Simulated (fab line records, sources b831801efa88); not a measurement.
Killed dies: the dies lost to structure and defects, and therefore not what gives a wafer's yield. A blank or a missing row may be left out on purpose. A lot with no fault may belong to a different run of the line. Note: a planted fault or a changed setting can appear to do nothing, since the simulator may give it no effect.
Which tool did it? || flow sky130 || 36 wafers from 12 lots sampled at 6 of the route's 708 steps

== WHAT THE GAUGES SHOWED, per wafer ==
SKY_VT_ADJUST_HVTP_TW_MEAS_11. Usual: VT_ADJUST_HVTP_TW gives 1349 (standard deviation 19).
{"lot": "L707", "measured": "day 6 05:17", "on": "film-metro-03", "VT_ADJUST_HVTP_TW": "1325 1335 1326", "flag": ""}
{"lot": "L709", "measured": "day 6 19:25", "on": "film-metro-02", "VT_ADJUST_HVTP_TW": "1378 1378 1385", "flag": ""}
{"lot": "L710", "measured": "day 7 01:20", "on": "film-metro-04", "VT_ADJUST_HVTP_TW": "1336 1341 1343", "flag": ""}
{"lot": "L711", "measured": "day 7 10:02", "on": "film-metro-03", "VT_ADJUST_HVTP_TW": "1341 1350 1338", "flag": ""}
{"lot": "L720", "measured": "day 9 13:05", "on": "film-metro-03", "VT_ADJUST_HVTP_TW": "1332 1337 1332", "flag": ""}
{"lot": "L721", "measured": "day 10 02:14", "on": "film-metro-04", "VT_ADJUST_HVTP_TW": "1342 1336 1337", "flag": ""}
{"lot": "L722", "measured": "day 10 20:38", "on": "film-metro-02", "VT_ADJUST_HVTP_TW": "1366 1377 1367", "flag": ""}
{"lot": "L723", "measured": "day 11 06:08", "on": "film-metro-03", "VT_ADJUST_HVTP_TW": "1333 1336 1324", "flag": ""}
{"lot": "L724", "measured": "day 11 06:50", "on": "film-metro-03", "VT_ADJUST_HVTP_TW": "1337 1336 1331", "flag": ""}
{"lot": "L725", "measured": "day 11 14:08", "on": "film-metro-03", "VT_ADJUST_HVTP_TW": "1332 1329 1339", "flag": ""}
{"lot": "L729", "measured": "day 12 05:44", "on": "film-metro-03", "VT_ADJUST_HVTP_TW": "1340 1346 1338", "flag": ""}
{"lot": "L728", "measured": "day 12 06:23", "on": "film-metro-03", "VT_ADJUST_HVTP_TW": "1337 1339 1339", "flag": ""}

SKY_VT_ADJUST_NCORE_OVL_MEAS_08. Usual: VT_ADJUST_NCORE_OVL gives 0.6 nm (standard deviation 1.4).
{"lot": "L707", "measured": "day 8 14:07", "on": "overlay-02", "VT_ADJUST_NCORE_OVL (nm)": "0.0 -0.1 0.0", "flag": ""}
{"lot": "L709", "measured": "day 9 07:38", "on": "overlay-02", "VT_ADJUST_NCORE_OVL (nm)": "-0.1 1.0 0.5", "flag": ""}
{"lot": "L710", "measured": "day 9 14:08", "on": "overlay-02", "VT_ADJUST_NCORE_OVL (nm)": "-0.4 -1.7 -0.7", "flag": ""}
{"lot": "L711", "measured": "day 10 01:14", "on": "overlay-02", "VT_ADJUST_NCORE_OVL (nm)": "0.1 -0.7 0.4", "flag": ""}
{"lot": "L720", "measured": "day 12 11:11", "on": "overlay-01", "VT_ADJUST_NCORE_OVL (nm)": "-0.7 -1.4 -2.8", "flag": ""}
{"lot": "L721", "measured": "day 13 02:16", "on": "overlay-01", "VT_ADJUST_NCORE_OVL (nm)": "0.8 0.7 0.4", "flag": ""}
{"lot": "L722", "measured": "day 13 22:11", "on": "overlay-01", "VT_ADJUST_NCORE_OVL (nm)": "0.2 -0.4 -0.7", "flag": ""}
{"lot": "L723", "measured": "day 14 08:28", "on": "overlay-01", "VT_ADJUST_NCORE_OVL (nm)": "1.6 2.8 4.0", "flag": ""}
{"lot": "L724", "measured": "day 14 08:35", "on": "overlay-02", "VT_ADJUST_NCORE_OVL (nm)": "0.4 1.0 1.2", "flag": ""}
{"lot": "L725", "measured": "day 14 17:32", "on": "overlay-01", "VT_ADJUST_NCORE_OVL (nm)": "3.3 0.8 0.7", "flag": ""}
{"lot": "L729", "measured": "day 15 09:46", "on": "overlay-01", "VT_ADJUST_NCORE_OVL (nm)": "0.1 -1.1 0.9", "flag": ""}
{"lot": "L728", "measured": "day 15 11:24", "on": "overlay-02", "VT_ADJUST_NCORE_OVL (nm)": "-0.2 1.1 0.3", "flag": ""}

SKY_GATE_OXIDE_OVL_MEAS_10. Usual: GATE_OXIDE_OVL gives 0.6 nm (standard deviation 1.5).
{"lot": "L707", "measured": "day 13 19:37", "on": "overlay-01", "GATE_OXIDE_OVL (nm)": "0.2 -1.4 1.1", "flag": ""}
{"lot": "L709", "measured": "day 14 21:28", "on": "overlay-02", "GATE_OXIDE_OVL (nm)": "- - -", "flag": "OFF"}
{"lot": "L710", "measured": "day 15 01:07", "on": "overlay-01", "GATE_OXIDE_OVL (nm)": "2.1 1.8 1.4", "flag": ""}
{"lot": "L711", "measured": "day 15 17:04", "on": "overlay-02", "GATE_OXIDE_OVL (nm)": "0.3 1.0 0.2", "flag": ""}
{"lot": "L720", "measured": "day 18 14:10", "on": "overlay-02", "GATE_OXIDE_OVL (nm)": "1.2 -0.9 0.1", "flag": ""}
{"lot": "L721", "measured": "day 19 07:52", "on": "overlay-02", "GATE_OXIDE_OVL (nm)": "-0.8 -1.1 -0.6", "flag": ""}
{"lot": "L722", "measured": "day 20 05:38", "on": "overlay-02", "GATE_OXIDE_OVL (nm)": "0.7 -1.0 1.4", "flag": ""}
{"lot": "L723", "measured": "day 21 03:38", "on": "overlay-02", "GATE_OXIDE_OVL (nm)": "-0.5 0.6 1.1", "flag": ""}
{"lot": "L724", "measured": "day 21 05:13", "on": "overlay-01", "GATE_OXIDE_OVL (nm)": "3.3 2.4 0.7", "flag": ""}
{"lot": "L725", "measured": "day 21 07:58", "on": "overlay-01", "GATE_OXIDE_OVL (nm)": "-1.2 0.0 -0.5", "flag": ""}
{"lot": "L729", "measured": "day 21 21:32", "on": "overlay-02", "GATE_OXIDE_OVL (nm)": "-2.4 -0.1 -0.4", "flag": ""}
{"lot": "L728", "measured": "day 22 00:05", "on": "overlay-01", "GATE_OXIDE_OVL (nm)": "2.7 3.0 2.9", "flag": ""}

SKY_GATE_OXIDE_TW_MEAS_14. Usual: GATE_OXIDE_TW gives 222.8 (standard deviation 2).
{"lot": "L707", "measured": "day 13 20:01", "on": "film-metro-04", "GATE_OXIDE_TW": "221.7 222.4 221.0", "flag": ""}
{"lot": "L709", "measured": "day 14 21:51", "on": "film-metro-04", "GATE_OXIDE_TW": "29.6 29.7 29.5", "flag": "OFF"}
{"lot": "L710", "measured": "day 15 01:30", "on": "film-metro-01", "GATE_OXIDE_TW": "226.2 225.1 225.6", "flag": ""}
{"lot": "L711", "measured": "day 15 17:28", "on": "film-metro-01", "GATE_OXIDE_TW": "225.5 226.5 226.5", "flag": ""}
{"lot": "L720", "measured": "day 18 14:34", "on": "film-metro-04", "GATE_OXIDE_TW": "223.1 221.2 220.9", "flag": ""}
{"lot": "L721", "measured": "day 19 08:16", "on": "film-metro-01", "GATE_OXIDE_TW": "224.6 225.5 226.0", "flag": ""}
{"lot": "L722", "measured": "day 20 06:01", "on": "film-metro-04", "GATE_OXIDE_TW": "220.8 220.5 219.4", "flag": ""}
{"lot": "L723", "measured": "day 21 04:01", "on": "film-metro-03", "GATE_OXIDE_TW": "221.6 223.2 222.6", "flag": ""}
{"lot": "L724", "measured": "day 21 05:37", "on": "film-metro-01", "GATE_OXIDE_TW": "223.9 225.6 224.9", "flag": ""}
{"lot": "L725", "measured": "day 21 08:21", "on": "film-metro-04", "GATE_OXIDE_TW": "223.1 221.9 222.9", "flag": ""}
{"lot": "L729", "measured": "day 21 21:56", "on": "film-metro-04", "GATE_OXIDE_TW": "223.0 223.4 222.3", "flag": ""}
{"lot": "L728", "measured": "day 22 00:28", "on": "film-metro-01", "GATE_OXIDE_TW": "225.9 225.3 224.7", "flag": ""}

== WHICH TOOL RAN EACH LOT (tool, then ch and the chambers of the sampled wafers, then the start) ==
{"lot": "L707", "SKY_VT_ADJUST_NCORE_STRIP_10": "plasma-asher-02 ch 0,1, day 8 14:17", "SKY_GATE_OXIDE_EXPOSE_07": "iline-stepper-01 ch 0, day 13 07:34"}
{"lot": "L709", "SKY_VT_ADJUST_NCORE_STRIP_10": "plasma-asher-03 ch 0,1, day 9 07:49", "SKY_GATE_OXIDE_EXPOSE_07": "iline-stepper-01 ch 0, day 14 08:25"}
{"lot": "L710", "SKY_VT_ADJUST_NCORE_STRIP_10": "plasma-asher-01 ch 0, day 9 14:19", "SKY_GATE_OXIDE_EXPOSE_07": "iline-stepper-02 ch 0, day 14 11:56"}
{"lot": "L711", "SKY_VT_ADJUST_NCORE_STRIP_10": "plasma-asher-01 ch 0,1, day 10 01:25", "SKY_GATE_OXIDE_EXPOSE_07": "iline-stepper-01 ch 0, day 15 03:59"}
{"lot": "L720", "SKY_VT_ADJUST_NCORE_STRIP_10": "plasma-asher-01 ch 0,1, day 12 11:22", "SKY_GATE_OXIDE_EXPOSE_07": "iline-stepper-01 ch 0, day 17 23:49"}
{"lot": "L721", "SKY_VT_ADJUST_NCORE_STRIP_10": "plasma-asher-02 ch 1, day 13 02:26", "SKY_GATE_OXIDE_EXPOSE_07": "iline-stepper-01 ch 0, day 18 17:01"}
{"lot": "L722", "SKY_VT_ADJUST_NCORE_STRIP_10": "plasma-asher-03 ch 0,1, day 13 22:22", "SKY_GATE_OXIDE_EXPOSE_07": "iline-stepper-01 ch 0, day 19 13:40"}
{"lot": "L723", "SKY_VT_ADJUST_NCORE_STRIP_10": "plasma-asher-02 ch 0,1, day 14 08:38", "SKY_GATE_OXIDE_EXPOSE_07": "iline-stepper-01 ch 0, day 20 12:25"}
{"lot": "L724", "SKY_VT_ADJUST_NCORE_STRIP_10": "plasma-asher-03 ch 0,1, day 14 08:46", "SKY_GATE_OXIDE_EXPOSE_07": "iline-stepper-02 ch 0, day 20 13:50"}
{"lot": "L725", "SKY_VT_ADJUST_NCORE_STRIP_10": "plasma-asher-01 ch 0, day 14 17:43", "SKY_GATE_OXIDE_EXPOSE_07": "iline-stepper-02 ch 0, day 20 16:02"}
{"lot": "L729", "SKY_VT_ADJUST_NCORE_STRIP_10": "plasma-asher-03 ch 0, day 15 09:56", "SKY_GATE_OXIDE_EXPOSE_07": "iline-stepper-01 ch 0, day 21 07:06"}
{"lot": "L728", "SKY_VT_ADJUST_NCORE_STRIP_10": "plasma-asher-03 ch 0,1, day 15 11:35", "SKY_GATE_OXIDE_EXPOSE_07": "iline-stepper-02 ch 0, day 21 09:22"}
- SKY_VT_ADJUST_NCORE_STRIP_10: strips in O2/N2.
- SKY_GATE_OXIDE_EXPOSE_07: exposes mask LVOM, target cd 600 nm.

== AS READ BY THE TOOLS THEMSELVES (means over the sampled wafers that have a number; for cases with no such wafer, the mark the record gives instead) ==
SKY_VT_ADJUST_NCORE_STRIP_10. Usual: drypump-motor-current-A 5.6 A, standard deviation 0.41; oes-product-au 0.715 a.u., standard deviation 0.0045; strip-time-to-endpoint-s 14.19 s, standard deviation 0.035.
{"lot": "L707", "tool": "plasma-asher-02", "drypump-motor-current-A (A)": 6.0, "oes-product-au (a.u.)": 0.717, "strip-time-to-endpoint-s (s)": 14.14, "flag": ""}
{"lot": "L709", "tool": "plasma-asher-03", "drypump-motor-current-A (A)": 5.8, "oes-product-au (a.u.)": 0.716, "strip-time-to-endpoint-s (s)": 14.22, "flag": ""}
{"lot": "L710", "tool": "plasma-asher-01", "drypump-motor-current-A (A)": 5.6, "oes-product-au (a.u.)": 0.715, "strip-time-to-endpoint-s (s)": 14.26, "flag": ""}
{"lot": "L711", "tool": "plasma-asher-01", "drypump-motor-current-A (A)": 5.4, "oes-product-au (a.u.)": 0.714, "strip-time-to-endpoint-s (s)": 14.22, "flag": ""}
{"lot": "L720", "tool": "plasma-asher-01", "drypump-motor-current-A (A)": 5.4, "oes-product-au (a.u.)": 0.711, "strip-time-to-endpoint-s (s)": 14.18, "flag": ""}
{"lot": "L721", "tool": "plasma-asher-02", "drypump-motor-current-A (A)": 6.1, "oes-product-au (a.u.)": 0.717, "strip-time-to-endpoint-s (s)": 14.20, "flag": ""}
{"lot": "L722", "tool": "plasma-asher-03", "drypump-motor-current-A (A)": 5.8, "oes-product-au (a.u.)": 0.720, "strip-time-to-endpoint-s (s)": 14.16, "flag": ""}
{"lot": "L723", "tool": "plasma-asher-02", "drypump-motor-current-A (A)": 6.0, "oes-product-au (a.u.)": 0.713, "strip-time-to-endpoint-s (s)": 14.18, "flag": ""}
{"lot": "L724", "tool": "plasma-asher-03", "drypump-motor-current-A (A)": 5.8, "oes-product-au (a.u.)": 0.715, "strip-time-to-endpoint-s (s)": 14.18, "flag": ""}
{"lot": "L725", "tool": "plasma-asher-01", "drypump-motor-current-A (A)": 5.6, "oes-product-au (a.u.)": 0.717, "strip-time-to-endpoint-s (s)": 14.23, "flag": ""}
{"lot": "L729", "tool": "plasma-asher-03", "drypump-motor-current-A (A)": 5.9, "oes-product-au (a.u.)": 0.714, "strip-time-to-endpoint-s (s)": 14.18, "flag": ""}
{"lot": "L728", "tool": "plasma-asher-03", "drypump-motor-current-A (A)": 5.8, "oes-product-au (a.u.)": 0.717, "strip-time-to-endpoint-s (s)": 14.18, "flag": ""}

SKY_GATE_OXIDE_EXPOSE_07. Usual: focus-offset-nm 0.2 nm, standard deviation 0.51.
{"lot": "L707", "tool": "iline-stepper-01", "focus-offset-nm (nm)": 0.7, "flag": ""}
{"lot": "L709", "tool": "iline-stepper-01", "focus-offset-nm (nm)": 0.3, "flag": ""}
{"lot": "L710", "tool": "iline-stepper-02", "focus-offset-nm (nm)": 0.1, "flag": ""}
{"lot": "L711", "tool": "iline-stepper-01", "focus-offset-nm (nm)": -0.4, "flag": ""}
{"lot": "L720", "tool": "iline-stepper-01", "focus-offset-nm (nm)": 0.5, "flag": ""}
{"lot": "L721", "tool": "iline-stepper-01", "focus-offset-nm (nm)": -0.1, "flag": ""}
{"lot": "L722", "tool": "iline-stepper-01", "focus-offset-nm (nm)": 0.9, "flag": ""}
{"lot": "L723", "tool": "iline-stepper-01", "focus-offset-nm (nm)": 0.6, "flag": ""}
{"lot": "L724", "tool": "iline-stepper-02", "focus-offset-nm (nm)": -0.5, "flag": ""}
{"lot": "L725", "tool": "iline-stepper-02", "focus-offset-nm (nm)": -0.5, "flag": ""}
{"lot": "L729", "tool": "iline-stepper-01", "focus-offset-nm (nm)": 0.5, "flag": ""}
{"lot": "L728", "tool": "iline-stepper-02", "focus-offset-nm (nm)": 0.5, "flag": ""}

== THE ANSWER, worked out from the rows above alone ==
Rule: lot off if the mean of its wafers having a number is beyond 3 standard deviations from the usual mean. A lot without any number at a reading at which 4 lots or more have one is off too. Where the step has rows for the other lots, those lots are counted as sound. The gauges are gone through in route order, then the tools' own readings, and for those a lot's mean is taken as printed above. The first step at which some lot is off is used, and at that step the reading that is off furthest; a lot without a number counts as furthest.
Off: L709, at SKY_GATE_OXIDE_OVL_MEAS_10 (GATE_OXIDE_OVL). Without a number there: L709.
If a tool, at a process step before that reading, ran all the lots that are off and no sound lot after the first of them, it fits. The gauges at SKY_GATE_OXIDE_OVL_MEAS_10 aren't tried: what is off there is off at SKY_GATE_OXIDE_TW_MEAS_14 too, on other tools, and a gauge's error can't cause that. No candidate that was tried fits.

== WHAT THE SIMULATOR HAD INSERTED ==
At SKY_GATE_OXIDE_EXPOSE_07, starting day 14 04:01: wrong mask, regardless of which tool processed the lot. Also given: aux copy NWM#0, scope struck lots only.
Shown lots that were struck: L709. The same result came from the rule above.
